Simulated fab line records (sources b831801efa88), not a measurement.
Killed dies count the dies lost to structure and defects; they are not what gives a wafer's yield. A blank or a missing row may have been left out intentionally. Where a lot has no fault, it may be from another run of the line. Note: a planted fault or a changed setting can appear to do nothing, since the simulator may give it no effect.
Which tool is to blame? || flow gf180mcu || 72 wafers from 24 lots sampled at 4 of the route's 602 steps

WHAT THE GAUGES READ, wafer by wafer
GF_M3_OVL_MEAS_15. Usual: M3_OVL gives 6 nm (standard deviation 4.2).
{"lot": "L074", "measured": "day 21 06:16", "on": "overlay-01", "M3_OVL (nm)": "13 8 2", "flag": ""}
{"lot": "L075", "measured": "day 21 15:38", "on": "overlay-02", "M3_OVL (nm)": "11 5 10", "flag": ""}
{"lot": "L076", "measured": "day 21 17:25", "on": "overlay-02", "M3_OVL (nm)": "0 5 6", "flag": ""}
{"lot": "L077", "measured": "day 22 09:44", "on": "overlay-01", "M3_OVL (nm)": "6 11 6", "flag": ""}
{"lot": "L078", "measured": "day 23 03:07", "on": "overlay-02", "M3_OVL (nm)": "6 6 -1", "flag": ""}
{"lot": "L079", "measured": "day 23 15:19", "on": "overlay-02", "M3_OVL (nm)": "1 7 4", "flag": ""}
{"lot": "L080", "measured": "day 23 16:16", "on": "overlay-01", "M3_OVL (nm)": "6 1 1", "flag": ""}
{"lot": "L083", "measured": "day 24 21:19", "on": "overlay-02", "M3_OVL (nm)": "-1 7 0", "flag": ""}
{"lot": "L081", "measured": "day 24 23:01", "on": "overlay-01", "M3_OVL (nm)": "3 8 9", "flag": ""}
{"lot": "L082", "measured": "day 24 23:22", "on": "overlay-02", "M3_OVL (nm)": "7 8 11", "flag": ""}
{"lot": "L084", "measured": "day 25 15:58", "on": "overlay-02", "M3_OVL (nm)": "13 12 13", "flag": ""}
{"lot": "L085", "measured": "day 25 18:34", "on": "overlay-02", "M3_OVL (nm)": "5 1 10", "flag": ""}
{"lot": "L086", "measured": "day 25 18:52", "on": "overlay-02", "M3_OVL (nm)": "-1 3 -3", "flag": ""}
{"lot": "L088", "measured": "day 26 01:46", "on": "overlay-01", "M3_OVL (nm)": "7 3 8", "flag": ""}
{"lot": "L087", "measured": "day 26 02:43", "on": "overlay-02", "M3_OVL (nm)": "7 13 13", "flag": ""}
{"lot": "L091", "measured": "day 26 17:53", "on": "overlay-01", "M3_OVL (nm)": "4 8 7", "flag": ""}
{"lot": "L089", "measured": "day 26 22:14", "on": "overlay-02", "M3_OVL (nm)": "10 11 4", "flag": ""}
{"lot": "L090", "measured": "day 26 23:19", "on": "overlay-02", "M3_OVL (nm)": "3 5 6", "flag": ""}
{"lot": "L092", "measured": "day 27 04:59", "on": "overlay-02", "M3_OVL (nm)": "7 0 0", "flag": ""}
{"lot": "L093", "measured": "day 27 11:13", "on": "overlay-01", "M3_OVL (nm)": "9 4 5", "flag": ""}
{"lot": "L094", "measured": "day 27 12:07", "on": "overlay-01", "M3_OVL (nm)": "7 11 4", "flag": ""}
{"lot": "L095", "measured": "day 27 21:11", "on": "overlay-01", "M3_OVL (nm)": "6 12 8", "flag": ""}
{"lot": "L096", "measured": "day 28 02:50", "on": "overlay-01", "M3_OVL (nm)": "2 1 9", "flag": ""}
{"lot": "L097", "measured": "day 28 11:40", "on": "overlay-01", "M3_OVL (nm)": "8 7 2", "flag": ""}

EACH LOT AND THE TOOL THAT RAN IT (in order: tool; ch and the chambers of the sampled wafers; start)
{"lot": "L074", "GF_V1_CMP_04": "cmp-01 ch 1,2, day 17 02:01", "GF_V1_SPUTTER_21": "pvd-sputter-01, day 18 02:48", "GF_M3_SPUTTER_02": "pvd-sputter-02, day 20 06:13"}
{"lot": "L075", "GF_V1_CMP_04": "cmp-01 ch 1,2,3, day 17 11:28", "GF_V1_SPUTTER_21": "pvd-sputter-02, day 18 12:15", "GF_M3_SPUTTER_02": "pvd-sputter-04, day 20 16:14"}
{"lot": "L076", "GF_V1_CMP_04": "cmp-02 ch 0,1,3, day 17 12:35", "GF_V1_SPUTTER_21": "pvd-sputter-01, day 18 13:07", "GF_M3_SPUTTER_02": "pvd-sputter-04, day 20 17:47"}
{"lot": "L077", "GF_V1_CMP_04": "cmp-01 ch 1,2, day 18 06:22", "GF_V1_SPUTTER_21": "pvd-sputter-03, day 19 07:05", "GF_M3_SPUTTER_02": "pvd-sputter-01, day 21 10:40"}
{"lot": "L078", "GF_V1_CMP_04": "cmp-01 ch 0,3, day 18 22:12", "GF_V1_SPUTTER_21": "pvd-sputter-02, day 19 23:55", "GF_M3_SPUTTER_02": "pvd-sputter-04, day 22 03:31"}
{"lot": "L079", "GF_V1_CMP_04": "cmp-02 ch 1,2,3, day 19 12:55", "GF_V1_SPUTTER_21": "pvd-sputter-03, day 20 15:02", "GF_M3_SPUTTER_02": "pvd-sputter-04, day 22 17:24"}
{"lot": "L080", "GF_V1_CMP_04": "cmp-02 ch 0,1, day 19 14:07", "GF_V1_SPUTTER_21": "pvd-sputter-02, day 20 15:26", "GF_M3_SPUTTER_02": "pvd-sputter-04, day 22 18:21"}
{"lot": "L083", "GF_V1_CMP_04": "cmp-02 ch 0,1,2, day 20 21:40", "GF_V1_SPUTTER_21": "pvd-sputter-03, day 21 21:56", "GF_M3_SPUTTER_02": "pvd-sputter-04, day 23 23:43"}
{"lot": "L081", "GF_V1_CMP_04": "cmp-01 ch 0,1,2, day 20 21:51", "GF_V1_SPUTTER_21": "pvd-sputter-02, day 21 22:17", "GF_M3_SPUTTER_02": "pvd-sputter-02, day 24 00:43"}
{"lot": "L082", "GF_V1_CMP_04": "cmp-02 ch 1,3, day 20 22:18", "GF_V1_SPUTTER_21": "pvd-sputter-02, day 21 23:00", "GF_M3_SPUTTER_02": "pvd-sputter-04, day 24 01:35"}
{"lot": "L084", "GF_V1_CMP_04": "cmp-01 ch 0,1,2, day 21 17:36", "GF_V1_SPUTTER_21": "pvd-sputter-01, day 22 18:15", "GF_M3_SPUTTER_02": "pvd-sputter-02, day 24 18:20"}
{"lot": "L085", "GF_V1_CMP_04": "cmp-01 ch 0,1,2, day 21 20:56", "GF_V1_SPUTTER_21": "pvd-sputter-01, day 22 21:04", "GF_M3_SPUTTER_02": "pvd-sputter-01, day 24 20:43"}
{"lot": "L086", "GF_V1_CMP_04": "cmp-01 ch 1,2,3, day 21 21:31", "GF_V1_SPUTTER_21": "pvd-sputter-01, day 22 21:25", "GF_M3_SPUTTER_02": "pvd-sputter-02, day 24 21:17"}
{"lot": "L088", "GF_V1_CMP_04": "cmp-02 ch 0,1,3, day 22 04:38", "GF_V1_SPUTTER_21": "pvd-sputter-02, day 23 04:40", "GF_M3_SPUTTER_02": "pvd-sputter-01, day 25 04:13"}
{"lot": "L087", "GF_V1_CMP_04": "cmp-01 ch 0,1, day 22 06:34", "GF_V1_SPUTTER_21": "pvd-sputter-02, day 23 06:35", "GF_M3_SPUTTER_02": "pvd-sputter-01, day 25 05:53"}
{"lot": "L091", "GF_V1_CMP_04": "cmp-01 ch 1,2,3, day 22 22:47", "GF_V1_SPUTTER_21": "pvd-sputter-03, day 23 22:38", "GF_M3_SPUTTER_02": "pvd-sputter-01, day 25 21:34"}
{"lot": "L089", "GF_V1_CMP_04": "cmp-01 ch 0,1, day 23 04:25", "GF_V1_SPUTTER_21": "pvd-sputter-02, day 24 03:44", "GF_M3_SPUTTER_02": "pvd-sputter-02, day 26 02:01"}
{"lot": "L090", "GF_V1_CMP_04": "cmp-02 ch 2,3, day 23 04:35", "GF_V1_SPUTTER_21": "pvd-sputter-01, day 24 03:50", "GF_M3_SPUTTER_02": "pvd-sputter-04, day 26 02:23"}
{"lot": "L092", "GF_V1_CMP_04": "cmp-02 ch 1,2,3, day 23 11:39", "GF_V1_SPUTTER_21": "pvd-sputter-02, day 24 11:11", "GF_M3_SPUTTER_02": "pvd-sputter-02, day 26 08:37"}
{"lot": "L093", "GF_V1_CMP_04": "cmp-02 ch 1,2, day 23 18:47", "GF_V1_SPUTTER_21": "pvd-sputter-03, day 24 17:52", "GF_M3_SPUTTER_02": "pvd-sputter-01, day 26 15:47"}
{"lot": "L094", "GF_V1_CMP_04": "cmp-02 ch 0,3, day 23 20:01", "GF_V1_SPUTTER_21": "pvd-sputter-01, day 24 19:15", "GF_M3_SPUTTER_02": "pvd-sputter-01, day 26 16:57"}
{"lot": "L095", "GF_V1_CMP_04": "cmp-02 ch 2,3, day 24 06:02", "GF_V1_SPUTTER_21": "pvd-sputter-02, day 25 04:32", "GF_M3_SPUTTER_02": "pvd-sputter-01, day 27 01:48"}
{"lot": "L096", "GF_V1_CMP_04": "cmp-01 ch 1,2,3, day 24 13:35", "GF_V1_SPUTTER_21": "pvd-sputter-03, day 25 11:32", "GF_M3_SPUTTER_02": "pvd-sputter-04, day 27 07:10"}
{"lot": "L097", "GF_V1_CMP_04": "cmp-01 ch 0,1, day 24 22:26", "GF_V1_SPUTTER_21": "pvd-sputter-01, day 25 20:35", "GF_M3_SPUTTER_02": "pvd-sputter-02, day 27 16:02"}
- GF_V1_CMP_04: polishes SiO2.
- GF_V1_SPUTTER_21: material Ti, target thk 15 nm, time 80.02 s.
- GF_M3_SPUTTER_02: material AlCu, target thk 450 nm, time 23.9 s.

AS READ BY THE TOOLS THEMSELVES (means over the sampled wafers that have a number; for cases with no such wafer, the mark the record gives instead)
GF_V1_CMP_04. Usual: motor-current-A 11.7 A, standard deviation 0.94; time-to-endpoint-s 84 s, standard deviation 6.5.
{"lot": "L074", "tool": "cmp-01", "motor-current-A (A)": 12.5, "time-to-endpoint-s (s)": 81, "flag": ""}
{"lot": "L075", "tool": "cmp-01", "motor-current-A (A)": 11.7, "time-to-endpoint-s (s)": 81, "flag": ""}
{"lot": "L076", "tool": "cmp-02", "motor-current-A (A)": 11.9, "time-to-endpoint-s (s)": 86, "flag": ""}
{"lot": "L077", "tool": "cmp-01", "motor-current-A (A)": 12.2, "time-to-endpoint-s (s)": 87, "flag": ""}
{"lot": "L078", "tool": "cmp-01", "motor-current-A (A)": 11.4, "time-to-endpoint-s (s)": 73, "flag": ""}
{"lot": "L079", "tool": "cmp-02", "motor-current-A (A)": 11.4, "time-to-endpoint-s (s)": 87, "flag": ""}
{"lot": "L080", "tool": "cmp-02", "motor-current-A (A)": 11.4, "time-to-endpoint-s (s)": 84, "flag": ""}
{"lot": "L083", "tool": "cmp-02", "motor-current-A (A)": 11.4, "time-to-endpoint-s (s)": 80, "flag": ""}
{"lot": "L081", "tool": "cmp-01", "motor-current-A (A)": 12.3, "time-to-endpoint-s (s)": 78, "flag": ""}
{"lot": "L082", "tool": "cmp-02", "motor-current-A (A)": 12.0, "time-to-endpoint-s (s)": 92, "flag": ""}
{"lot": "L084", "tool": "cmp-01", "motor-current-A (A)": 12.1, "time-to-endpoint-s (s)": 80, "flag": ""}
{"lot": "L085", "tool": "cmp-01", "motor-current-A (A)": 12.3, "time-to-endpoint-s (s)": 74, "flag": ""}
{"lot": "L086", "tool": "cmp-01", "motor-current-A (A)": 11.6, "time-to-endpoint-s (s)": 85, "flag": ""}
{"lot": "L088", "tool": "cmp-02", "motor-current-A (A)": 11.8, "time-to-endpoint-s (s)": 85, "flag": ""}
{"lot": "L087", "tool": "cmp-01", "motor-current-A (A)": 12.4, "time-to-endpoint-s (s)": 75, "flag": ""}
{"lot": "L091", "tool": "cmp-01", "motor-current-A (A)": 12.2, "time-to-endpoint-s (s)": 85, "flag": ""}
{"lot": "L089", "tool": "cmp-01", "motor-current-A (A)": 12.2, "time-to-endpoint-s (s)": 85, "flag": ""}
{"lot": "L090", "tool": "cmp-02", "motor-current-A (A)": 10.4, "time-to-endpoint-s (s)": 85, "flag": ""}
{"lot": "L092", "tool": "cmp-02", "motor-current-A (A)": 11.5, "time-to-endpoint-s (s)": 86, "flag": ""}
{"lot": "L093", "tool": "cmp-02", "motor-current-A (A)": 10.7, "time-to-endpoint-s (s)": 89, "flag": ""}
{"lot": "L094", "tool": "cmp-02", "motor-current-A (A)": 11.5, "time-to-endpoint-s (s)": 85, "flag": ""}
{"lot": "L095", "tool": "cmp-02", "motor-current-A (A)": 11.3, "time-to-endpoint-s (s)": 93, "flag": ""}
{"lot": "L096", "tool": "cmp-01", "motor-current-A (A)": 12.1, "time-to-endpoint-s (s)": 87, "flag": ""}
{"lot": "L097", "tool": "cmp-01", "motor-current-A (A)": 12.4, "time-to-endpoint-s (s)": 81, "flag": ""}

GF_V1_SPUTTER_21. Usual: throttle-valve-pct at 30.0 %, with a standard deviation of 1.2.
{"lot": "L074", "tool": "pvd-sputter-01", "throttle-valve-pct (%)": 30.5, "flag": ""}
{"lot": "L075", "tool": "pvd-sputter-02", "throttle-valve-pct (%)": 29.5, "flag": ""}
{"lot": "L076", "tool": "pvd-sputter-01", "throttle-valve-pct (%)": 30.5, "flag": ""}
{"lot": "L077", "tool": "pvd-sputter-03", "throttle-valve-pct (%)": 30.3, "flag": ""}
{"lot": "L078", "tool": "pvd-sputter-02", "throttle-valve-pct (%)": 28.9, "flag": ""}
{"lot": "L079", "tool": "pvd-sputter-03", "throttle-valve-pct (%)": 30.4, "flag": ""}
{"lot": "L080", "tool": "pvd-sputter-02", "throttle-valve-pct (%)": 29.3, "flag": ""}
{"lot": "L083", "tool": "pvd-sputter-03", "throttle-valve-pct (%)": 30.4, "flag": ""}
{"lot": "L081", "tool": "pvd-sputter-02", "throttle-valve-pct (%)": 29.6, "flag": ""}
{"lot": "L082", "tool": "pvd-sputter-02", "throttle-valve-pct (%)": 29.5, "flag": ""}
{"lot": "L084", "tool": "pvd-sputter-01", "throttle-valve-pct (%)": 29.9, "flag": ""}
{"lot": "L085", "tool": "pvd-sputter-01", "throttle-valve-pct (%)": 31.1, "flag": ""}
{"lot": "L086", "tool": "pvd-sputter-01", "throttle-valve-pct (%)": 30.5, "flag": ""}
{"lot": "L088", "tool": "pvd-sputter-02", "throttle-valve-pct (%)": 30.5, "flag": ""}
{"lot": "L087", "tool": "pvd-sputter-02", "throttle-valve-pct (%)": 28.2, "flag": ""}
{"lot": "L091", "tool": "pvd-sputter-03", "throttle-valve-pct (%)": 30.2, "flag": ""}
{"lot": "L089", "tool": "pvd-sputter-02", "throttle-valve-pct (%)": 29.4, "flag": ""}
{"lot": "L090", "tool": "pvd-sputter-01", "throttle-valve-pct (%)": 30.7, "flag": ""}
{"lot": "L092", "tool": "pvd-sputter-02", "throttle-valve-pct (%)": 29.2, "flag": ""}
{"lot": "L093", "tool": "pvd-sputter-03", "throttle-valve-pct (%)": 30.8, "flag": ""}
{"lot": "L094", "tool": "pvd-sputter-01", "throttle-valve-pct (%)": 31.3, "flag": ""}
{"lot": "L095", "tool": "pvd-sputter-02", "throttle-valve-pct (%)": 29.3, "flag": ""}
{"lot": "L096", "tool": "pvd-sputter-03", "throttle-valve-pct (%)": 30.3, "flag": ""}
{"lot": "L097", "tool": "pvd-sputter-01", "throttle-valve-pct (%)": 30.7, "flag": ""}

GF_M3_SPUTTER_02. Usual: throttle-valve-pct at 29.9 %, with a standard deviation of 1.1.
{"lot": "L074", "tool": "pvd-sputter-02", "throttle-valve-pct (%)": 28.5, "flag": ""}
{"lot": "L075", "tool": "pvd-sputter-04", "throttle-valve-pct (%)": 29.7, "flag": ""}
{"lot": "L076", "tool": "pvd-sputter-04", "throttle-valve-pct (%)": 29.5, "flag": ""}
{"lot": "L077", "tool": "pvd-sputter-01", "throttle-valve-pct (%)": 31.6, "flag": ""}
{"lot": "L078", "tool": "pvd-sputter-04", "throttle-valve-pct (%)": 29.7, "flag": ""}
{"lot": "L079", "tool": "pvd-sputter-04", "throttle-valve-pct (%)": 29.5, "flag": ""}
{"lot": "L080", "tool": "pvd-sputter-04", "throttle-valve-pct (%)": 29.4, "flag": ""}
{"lot": "L083", "tool": "pvd-sputter-04", "throttle-valve-pct (%)": 29.7, "flag": ""}
{"lot": "L081", "tool": "pvd-sputter-02", "throttle-valve-pct (%)": 28.5, "flag": ""}
{"lot": "L082", "tool": "pvd-sputter-04", "throttle-valve-pct (%)": 28.9, "flag": ""}
{"lot": "L084", "tool": "pvd-sputter-02", "throttle-valve-pct (%)": 30.0, "flag": ""}
{"lot": "L085", "tool": "pvd-sputter-01", "throttle-valve-pct (%)": 31.2, "flag": ""}
{"lot": "L086", "tool": "pvd-sputter-02", "throttle-valve-pct (%)": 30.5, "flag": ""}
{"lot": "L088", "tool": "pvd-sputter-01", "throttle-valve-pct (%)": 30.9, "flag": ""}
{"lot": "L087", "tool": "pvd-sputter-01", "throttle-valve-pct (%)": 30.5, "flag": ""}
{"lot": "L091", "tool": "pvd-sputter-01", "throttle-valve-pct (%)": 30.3, "flag": ""}
{"lot": "L089", "tool": "pvd-sputter-02", "throttle-valve-pct (%)": 29.7, "flag": ""}
{"lot": "L090", "tool": "pvd-sputter-04", "throttle-valve-pct (%)": 29.5, "flag": ""}
{"lot": "L092", "tool": "pvd-sputter-02", "throttle-valve-pct (%)": 30.4, "flag": ""}
{"lot": "L093", "tool": "pvd-sputter-01", "throttle-valve-pct (%)": 30.7, "flag": ""}
{"lot": "L094", "tool": "pvd-sputter-01", "throttle-valve-pct (%)": 31.3, "flag": ""}
{"lot": "L095", "tool": "pvd-sputter-01", "throttle-valve-pct (%)": 31.1, "flag": ""}
{"lot": "L096", "tool": "pvd-sputter-04", "throttle-valve-pct (%)": 29.5, "flag": ""}
{"lot": "L097", "tool": "pvd-sputter-02", "throttle-valve-pct (%)": 30.0, "flag": ""}

THE ANSWER, worked out from the rows above alone
Rule: a lot counts as off when the mean over its wafers that have a number is more than 3 standard deviations away from the usual mean. A lot without any number at a reading at which 4 lots or more have one is off too. The other lots that the step has rows for count as sound. Order of review: gauges by route order, followed by the tools' own readings, for which a lot's mean as printed above is used. At the first step where some lot is off, the reading lying furthest off is the one used; lots without a number count as furthest.
No lot is off at any reading shown: from this, nothing can be told.

WHAT THE SIMULATOR PUT IN
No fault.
